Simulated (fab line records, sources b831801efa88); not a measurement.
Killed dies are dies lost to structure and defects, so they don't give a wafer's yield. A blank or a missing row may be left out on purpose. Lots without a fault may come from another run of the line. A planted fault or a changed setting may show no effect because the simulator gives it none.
fab line records | flow gf180mcu
record lots=14 wafers=42 last_day=34
route steps=602 shown STI@3 LVPWELL@64 MVPSD@88
lots that met no fault: from a run of the same line without faults
start_h: hours from the record's first day to the start of the lot's first wafer shown | wait_h: hours since the lot's step before | " the same as in the row above | L1.1+2: a row that stands for several wafers | - no value, or no start given | * or withheld: withheld | < > ~ a bound
route shown NAME@n: a module of which the file shows steps, and the number in the route of the first | usual: mean/standard deviation of fault-free wafers | same: alike in all rows | chamber/n: place in a boat | sites: the reading at each site | _std_site: their standard deviation | _edge_site: outer sites' mean less inner sites' | radius_mm: how far each site lies from the wafer's centre | mask NAME#n: copy n | behind: the tool/chamber that last shaped the wafer | hold: why the lot was held/for how many hours/how that ended | device: the transistor (n, p or np) that didn't switch | end of line: the same wafers' tests at the end of the route | a step without rows: its recipe alone | killed: dies lost to structure and defects at the first sort, not the wafer's yield | map: a wafer's dies, x killed, . not, _ none there
set.NAME: the setting as run; set.NAME@STEP: as run at that earlier step | model.NAME: the simulator's own value behind a step, which no gauge read
steps of the route over a sample of lots; a table a step, a row a wafer
services: from which hour (start_h, from the record's first day; less than 0 if before it) a tool's chamber was out of use, for how many hours, and why
## steps
# step GF_STI_THK_MEAS_02
# recipe reads=SiO2_of_STI_OXIDATION_01
# usual STI_OXIDATION_THK=10.00/0.17
# columns lot.wafer tool chamber start_h wait_h STI_OXIDATION_THK[nm]
L114.2 film_metro-04 - 22.33 0.0 10.08
L114.3 " - " " 9.99
L114.6 " - " " 10.13
L115.1 film_metro-03 - 29.18 0.0 9.53
L115.4 " - " " 9.77
L115.5 " - " " 9.77
L116.2 film_metro-03 - 34.71 0.0 10.19
L116.3 " - " " 10.02
L116.4 " - " " 10.08
L119.1 film_metro-04 - 46.76 0.0 9.84
L119.2 " - " " 9.91
L119.3 " - " " 10.06
L120.1 film_metro-03 - 52.80 0.0 9.88
L120.4 " - " " 9.77
L120.6 " - " " 9.87
L121.3 film_metro-02 - 61.06 0.0 10.16
L121.4 " - " " 10.13
L121.6 " - " " 10.02
L126.3 film_metro-03 - 81.71 0.0 10.03
L126.4 " - " " 10.04
L126.6 " - " " 10.10
L127.1 film_metro-04 - 87.84 0.0 10.03
L127.3 " - " " 10.16
L127.5 " - " " 9.92
L128.1 film_metro-02 - 91.51 0.0 10.12
L128.4 " - " " 10.15
L128.6 " - " " 9.95
L129.3 film_metro-04 - 97.77 0.0 10.12
L129.4 " - " " 10.12
L129.6 " - " " 9.94
L130.2 film_metro-02 - 101.52 0.0 9.82
L130.3 " - " " 9.90
L130.6 " - " " 9.78
L132.2 film_metro-03 - 114.03 0.0 10.05
L132.3 " - " " 9.96
L132.6 " - " " 10.12
L134.1 film_metro-04 - 121.79 0.0 9.79
L134.2 " - " " 10.08
L134.6 " - " " 10.05
L135.1 film_metro-02 - 127.23 0.0 9.99
L135.5 " - " " 9.82
L135.6 " - " " 9.98
# step GF_STI_EXPOSE_09
# recipe mask_id=COMP target_cd_nm=220 na=0.68 source_shape=conventional sigma_outer=0.6 dose_mj=28
# usual exposure_dose_mJ_cm2=27.972/0.025 focus_offset_nm=0.1/0.52
# columns lot.wafer tool chamber start_h wait_h mask exposure_dose_mJ_cm2 focus_offset_nm
L114.2 krf_scanner-02 0 30.13 - COMP#0 27.973 0.2
L114.3 " 0 " " COMP#0 27.970 0.3
L114.6 " 0 " " COMP#0 27.979 0.2
L115.1 krf_scanner-01 0 37.89 - COMP#0 27.989 -1.1
L115.4 " 0 " " COMP#0 27.974 0.0
L115.5 " 0 " " COMP#0 28.009 -0.9
L116.2 krf_scanner-01 0 43.01 - COMP#0 27.951 -0.3
L116.3 " 0 " " COMP#0 27.973 0.2
L116.4 " 0 " " COMP#0 27.989 -0.1
L119.1 krf_scanner-02 0 55.41 - COMP#0 27.967 1.0
L119.2 " 0 " " COMP#0 27.999 -0.5
L119.3 " 0 " " COMP#0 27.989 0.6
L120.1 krf_scanner-01 0 60.81 - COMP#0 27.976 0.2
L120.4 " 0 " " COMP#0 27.948 0.9
L120.6 " 0 " " COMP#0 28.026 -0.1
L121.3 krf_scanner-02 0 69.90 - COMP#0 27.924 0.0
L121.4 " 0 " " COMP#0 27.985 -0.3
L121.6 " 0 " " COMP#0 27.976 0.5
L126.3 krf_scanner-01 - 90.97 - COMP#0 - -
L126.4 " - " " COMP#0 - -
L126.6 " - " " COMP#0 - -
L127.1 krf_scanner-02 - 97.16 - COMP#0 - -
L127.3 " - " " COMP#0 - -
L127.5 " - " " COMP#0 - -
L128.1 krf_scanner-01 0 100.51 - COMP#0 27.999 1.0
L128.4 " 0 " " COMP#0 28.002 0.3
L128.6 " 0 " " COMP#0 27.950 0.2
L129.3 krf_scanner-01 0 107.05 - COMP#0 27.947 0.0
L129.4 " 0 " " COMP#0 27.971 1.2
L129.6 " 0 " " COMP#0 27.996 0.6
L130.2 krf_scanner-01 0 110.90 - COMP#0 27.949 -0.4
L130.3 " 0 " " COMP#0 27.950 -0.5
L130.6 " 0 " " COMP#0 27.976 -0.8
L132.2 krf_scanner-02 0 122.86 - COMP#0 27.996 -0.1
L132.3 " 0 " " COMP#0 27.979 0.0
L132.6 " 0 " " COMP#0 27.996 0.2
L134.1 krf_scanner-02 0 131.94 - COMP#0 27.996 1.1
L134.2 " 0 " " COMP#0 27.987 0.2
L134.6 " 0 " " COMP#0 28.028 0.5
L135.1 krf_scanner-01 0 136.41 - COMP#0 27.954 -0.5
L135.5 " 0 " " COMP#0 27.981 -1.5
L135.6 " 0 " " COMP#0 27.959 -0.8
# step GF_LVPWELL_STRIP_10
# recipe chemistry=O2/N2 power_w=1400 pressure_mtorr=1500 platen_temp_c=250 o2_flow_sccm=3000 n2_flow_sccm=300 overash_fraction=0.5
# usual drypump_motor_current_A=5.81/0.3 heater_power_w=342/16 oes_product_au=0.722/0.0048 strip_time_to_endpoint_s=36.93/0.099
# columns lot.wafer tool chamber start_h wait_h drypump_motor_current_A heater_power_w oes_product_au rf_hours_counter_h strip_time_to_endpoint_s
L114.2 plasma_asher-03 1 82.66 0.1 5.34 324 0.728 39 37.07
L114.3 " 1 " " 5.35 324 0.721 - 37.05
L114.6 " 1 " " 5.37 318 0.721 - 37.07
L115.1 plasma_asher-01 0 86.48 0.1 6.10 328 0.724 42 36.95
L115.4 " 1 " " 5.63 349 0.723 - 36.85
L115.5 " 0 " " 6.09 324 0.720 - 36.89
L116.2 plasma_asher-03 0 93.57 0.1 6.01 345 0.716 40 37.00
L116.3 " 0 " " 5.99 354 0.723 - 36.94
L116.4 " 1 " " 5.34 321 0.721 - 36.96
L119.1 plasma_asher-02 0 114.17 0.1 6.20 346 0.723 34 37.02
L119.2 " 1 " " 5.65 331 0.725 34 36.86
L119.3 " 1 " " 5.67 333 0.724 - 36.88
L120.1 plasma_asher-01 1 116.77 0.1 5.63 354 0.723 45 36.89
L120.4 " 0 " " 6.10 326 0.721 - 36.92
L120.6 " 0 " " 6.08 324 0.720 - 36.92
L121.3 plasma_asher-03 0 125.85 0.1 5.99 364 0.721 - 37.04
L121.4 " 1 " " 5.33 343 0.721 - 36.95
L121.6 " 0 " " 6.00 366 0.727 - 36.95
L128.1 plasma_asher-01 1 158.72 0.1 5.60 363 0.725 49 37.02
L128.4 " 1 " " 5.65 358 0.728 - 37.07
L128.6 " 0 " " 6.10 338 0.726 - 36.92
L129.3 plasma_asher-01 0 166.01 0.1 6.07 325 0.714 - 36.78
L129.4 " 1 " " 5.62 358 0.724 - 36.92
L129.6 " 0 " " 6.09 316 0.724 - 36.85
L130.2 plasma_asher-02 1 168.47 0.1 5.67 324 0.729 40 36.97
L130.3 " 1 " " 5.66 325 0.714 - 37.03
L130.6 " 1 " " 5.67 331 0.716 - 36.94
L132.2 plasma_asher-03 1 187.92 0.1 5.36 354 0.719 7 37.05
L132.3 " 0 " " 5.99 362 0.722 - 36.97
L132.6 " 1 " " 5.35 346 0.734 - 37.00
L134.1 plasma_asher-01 1 196.21 0.1 5.63 362 0.728 53 37.08
L134.2 " 0 " " 6.07 325 0.728 53 37.04
L134.6 " 0 " " 6.08 325 0.727 - 36.92
L135.1 plasma_asher-01 1 201.77 0.1 5.57 356 0.720 54 36.84
L135.5 " 0 " " 6.09 338 0.727 - 36.86
L135.6 " 1 " " 5.62 364 0.728 - 36.86
# step GF_MVPSD_STRIP_10
# recipe chemistry=O2/N2 power_w=1400 pressure_mtorr=1500 platen_temp_c=250 o2_flow_sccm=3000 n2_flow_sccm=300 overash_fraction=0.5
# usual drypump_motor_current_A=5.6/0.37 heater_power_w=331/21 oes_product_au=0.723/0.0047 strip_time_to_endpoint_s=36.96/0.1
# columns lot.wafer tool chamber start_h wait_h drypump_motor_current_A heater_power_w oes_product_au rf_hours_counter_h strip_time_to_endpoint_s
L114.2 plasma_asher-02 1 112.33 0.1 5.7 329 0.722 34 37.04
L114.3 " 0 " " 6.2 349 0.723 - 37.00
L114.6 " 1 " " 5.7 326 0.723 - 36.98
L115.1 plasma_asher-04 0 115.52 0.1 5.8 297 0.725 49 37.08
L115.4 " 1 " " 5.1 347 0.726 - 37.11
L115.5 " 1 " " 5.1 334 0.714 - 36.95
L116.2 plasma_asher-02 1 121.26 0.1 5.7 324 0.719 35 36.98
L116.3 " 1 " " 5.7 326 0.732 - 36.98
L116.4 " 0 " " 6.1 337 0.722 - 37.01
L119.1 plasma_asher-04 0 143.17 0.1 5.8 308 0.720 52 37.11
L119.2 " 1 " " 5.1 342 0.727 52 37.02
L119.3 " 1 " " 5.1 337 0.720 - 37.04
L120.1 plasma_asher-04 1 146.55 0.1 5.1 333 0.719 52 37.04
L120.4 " 1 " " 5.2 339 0.722 - 37.06
L120.6 " 1 " " 5.1 343 0.722 - 37.03
L121.3 plasma_asher-04 0 155.33 0.1 5.8 304 0.722 - 37.02
L121.4 " 1 " " 5.1 341 0.729 - 36.96
L121.6 " 0 " " 5.8 298 0.718 - 36.99
L128.1 plasma_asher-03 1 191.47 0.1 5.3 339 0.723 7 37.21
L128.4 " 0 " " 6.0 377 0.724 - 37.18
L128.6 " 0 " " 6.0 376 0.735 - 37.17
L129.3 plasma_asher-04 0 199.23 0.1 5.8 301 0.716 - 36.93
L129.4 " 1 " " 5.1 340 0.733 - 36.96
L129.6 " 1 " " 5.1 340 0.723 - 36.93
L130.2 plasma_asher-04 1 201.44 0.1 5.2 338 0.728 58 37.03
L130.3 " 0 " " 5.8 309 0.721 - 37.00
L130.6 " 1 " " 5.2 337 0.716 - 37.06
L132.2 plasma_asher-02 1 222.79 0.1 5.7 321 0.723 45 36.97
L132.3 " 1 " " 5.7 332 0.723 - 36.91
L132.6 " 0 " " 6.2 341 0.719 - 37.00
L134.1 plasma_asher-03 0 231.34 0.1 6.0 367 0.718 12 36.83
L134.2 " 1 " " 5.4 327 0.731 12 36.82
L134.6 " 0 " " 6.0 367 0.721 - 36.90
L135.1 plasma_asher-03 0 237.96 0.1 6.0 371 0.723 12 36.81
L135.5 " 1 " " 5.4 348 0.716 - 36.92
L135.6 " 0 " " 6.0 364 0.725 - 36.97
## services
# columns tool chamber start_h hours kind
krf_scanner-02 0 29.30 - calibration
krf_scanner-02 - 31.17 1.0 pm
plasma_asher-03 - 31.56 2.9 repair
plasma_asher-03 - 86.05 1.5 repair
krf_scanner-01 0 90.20 - calibration
krf_scanner-01 - 91.05 1.0 pm
krf_scanner-02 - 102.98 2.8 repair
plasma_asher-03 - 107.76 1.1 repair
plasma_asher-03 - 108.84 9.0 pm
plasma_asher-03 0 108.84 9.0 vent_cycle
plasma_asher-03 1 108.84 9.0 vent_cycle
krf_scanner-02 - 112.97 1.3 pm
plasma_asher-03 0 117.84 - clean
plasma_asher-03 1 117.84 - clean
krf_scanner-01 - 131.91 1.3 pm
krf_scanner-02 - 147.76 1.1 repair
krf_scanner-01 - 151.35 0.8 pm
krf_scanner-02 - 152.56 0.8 pm
plasma_asher-04 - 155.47 2.8 pm
krf_scanner-02 - 175.98 0.8 pm
krf_scanner-02 0 187.88 - calibration
plasma_asher-02 - 189.37 2.8 pm
krf_scanner-02 - 200.17 1.0 pm
## key
first_sign step=GF_STI_EXPOSE_09 reading=tool_record direction=missing
effect none on later readings
met_at GF_STI_EXPOSE_09
struck_lots L126,L127
later_rows_left_out L126.3,L126.4,L126.6,L127.1,L127.3,L127.5
sort_left_out L126.3,L126.4,L126.6,L127.1,L127.3,L127.5
tester_left_out L126,L127
not_acting_at GF_STI_THK_MEAS_02,GF_LVPWELL_STRIP_10,GF_MVPSD_STRIP_10
onset_between 69.90 90.97
fault kind=skipped_step_whole tool=krf_scanner-01,krf_scanner-02 chamber=- onset_h=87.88 steps=GF_STI_EXPOSE_09 scope=struck_lots_only
# tester_left_out: of these lots the tester's yield and bins aren't shown, on N5 and GAA mostly nor the transistor test; their killed dies are dies lost to structure and defects alone, not to doping, threshold or leakage, so they don't give the yield
# sort_left_out: the simulated sort isn't trusted on such a fault, so these wafers' sort isn't shown, and their yield isn't known
# later_rows_left_out: the simulator's readings of these wafers behind a module that went badly wrong aren't trusted and aren't shown, but for the sort
